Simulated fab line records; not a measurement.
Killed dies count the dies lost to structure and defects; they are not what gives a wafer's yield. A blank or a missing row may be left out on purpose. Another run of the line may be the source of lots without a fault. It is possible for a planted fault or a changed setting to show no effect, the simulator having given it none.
Which of the tools did it? | flow sky130 | 13 lots with 39 wafers sampled at 4 steps, on a route of 708 steps

WHAT EACH GAUGE READ, for each wafer
SKY_LDD_LDN_OVL_MEAS_07.
lot  | measured     | on         | LDD_LDN_OVL (nm)
L284 | day 22 16:38 | overlay-02 | -0.5 -2.3 -0.9
L285 | day 23 04:01 | overlay-02 | 2.0 2.7 2.6
L286 | day 24 03:19 | overlay-01 | -1.0 -2.2 -2.7
L287 | day 24 13:41 | overlay-01 | 0.5 2.2 0.4
L290 | day 25 09:13 | overlay-02 | 1.2 -0.3 0.1
L291 | day 25 23:16 | overlay-01 | -1.0 -3.0 -0.2
L292 | day 26 02:05 | overlay-02 | -1.3 -2.1 -2.0
L293 | day 26 07:10 | overlay-02 | 0.5 -0.9 -1.0
L294 | day 26 14:37 | overlay-02 | 3.2 0.3 2.7
L296 | day 27 09:23 | overlay-02 | -0.7 -2.2 -0.5
L298 | day 28 04:35 | overlay-02 | 0.1 2.0 1.1
L305 | day 30 01:28 | overlay-01 | 76.7 77.1 75.6
L306 | day 30 11:44 | overlay-01 | 77.2 77.5 76.3

SKY_SD_N_TW_MEAS_12.
lot  | measured     | on            | SD_N_TW
L284 | day 27 17:35 | film-metro-03 | 3944 3929 3906
L285 | day 28 05:44 | film-metro-01 | 3990 3992 3987
L286 | day 29 04:16 | film-metro-03 | 3951 3951 3940
L287 | day 29 14:20 | film-metro-04 | 4017 4011 3999
L290 | day 30 07:53 | film-metro-03 | 3929 3939 3953
L291 | day 30 21:01 | film-metro-01 | 3964 3982 3954
L292 | day 30 22:43 | film-metro-01 | 3946 3947 3938
L293 | day 31 04:17 | film-metro-01 | 4007 3991 3978
L294 | day 31 11:44 | film-metro-01 | 4012 3981 3975
L296 | day 32 04:01 | film-metro-03 | 3959 3945 3966
L298 | day 32 23:35 | film-metro-01 | 4012 4010 4000
L305 | day 34 16:19 | film-metro-04 | 3967 3984 3983
L306 | day 35 01:40 | film-metro-01 | 4015 4032 4025

SKY_LI_CONTACT_BOW_MEAS_03.
lot  | measured     | on            | LI_CONTACT_BOW (um)
L284 | day 27 18:45 | film-metro-01 | 56 55 52
L285 | day 28 06:53 | film-metro-04 | 69 57 45
L286 | day 29 05:23 | film-metro-01 | 55 55 53
L287 | day 29 15:29 | film-metro-01 | 57 47 51
L290 | day 30 09:04 | film-metro-03 | 53 50 55
L291 | day 30 22:10 | film-metro-03 | 62 55 60
L292 | day 30 23:51 | film-metro-04 | 56 47 59
L293 | day 31 05:26 | film-metro-04 | 56 63 54
L294 | day 31 12:52 | film-metro-01 | 47 60 49
L296 | day 32 05:10 | film-metro-01 | 55 51 54
L298 | day 33 00:43 | film-metro-04 | 50 61 55
L305 | day 34 17:27 | film-metro-01 | 58 51 61
L306 | day 35 02:47 | film-metro-03 | 64 56 60

WHAT TOOL EACH LOT RAN ON (gives the tool, then ch and the chambers of the sampled wafers, and finally the start)
lot  | SKY_LDD_LDN_EXPOSE_04
L284 | iline-stepper-01 ch 0, day 22 01:42
L285 | iline-stepper-02 ch 0, day 22 12:21
L286 | iline-stepper-02 ch 0, day 23 12:02
L287 | iline-stepper-01 ch 0, day 23 23:11
L290 | iline-stepper-02 ch 0, day 24 18:31
L291 | iline-stepper-01 ch 0, day 25 08:04
L292 | iline-stepper-02 ch 0, day 25 10:59
L293 | iline-stepper-02 ch 0, day 25 17:11
L294 | iline-stepper-02 ch 0, day 26 00:17
L296 | iline-stepper-01 ch 0, day 26 19:02
L298 | iline-stepper-02 ch 0, day 27 14:33
L305 | iline-stepper-01 ch 0, day 29 12:12
L306 | iline-stepper-01 ch 0, day 29 21:27
- SKY_LDD_LDN_EXPOSE_04: exposes mask LDNTM, target cd 700 nm.

AS READ BY THE TOOLS THEMSELVES (means over the sampled wafers that have a number; for cases with no such wafer, the mark the record gives instead)
The record holds no such reading with a usual standard deviation.

THE ANSWER, worked out from the rows above alone
Rule: usual is defined by the lots themselves. The widest of any qualifying gaps counts: lots, ordered by their means at a reading, are off when they make up no more than a third of the lots, leave a main group of 4 or more, and stand apart from it by 3 or more times the standard deviation of that group's means. A main group is skipped when, at the precision printed for the reading in the tables above, its means are all equal. Also off: a lot with no number at a reading for which 4 or more lots have one. All remaining lots with rows at the step are treated as sound. Order of review: gauges by route order, followed by the tools' own readings, for which a lot's mean as printed above is used. The first step at which some lot is off is used, and at that step the reading that is off furthest; a lot without a number counts as furthest.
Off: L305, L306, at SKY_LDD_LDN_OVL_MEAS_07 (LDD_LDN_OVL). For the main group the mean is -0.1 nm and the standard deviation 1.5.
If a tool, at a process step before that reading, ran all the lots that are off and no sound lot after the first of them, it fits. Gauges at SKY_LDD_LDN_OVL_MEAS_07: tried the same way as those tools. 2 tools fit, iline-stepper-01 at SKY_LDD_LDN_EXPOSE_04 and overlay-01 at SKY_LDD_LDN_OVL_MEAS_07, so this cannot tell which one it is.

WHAT THE SIMULATOR PUT IN
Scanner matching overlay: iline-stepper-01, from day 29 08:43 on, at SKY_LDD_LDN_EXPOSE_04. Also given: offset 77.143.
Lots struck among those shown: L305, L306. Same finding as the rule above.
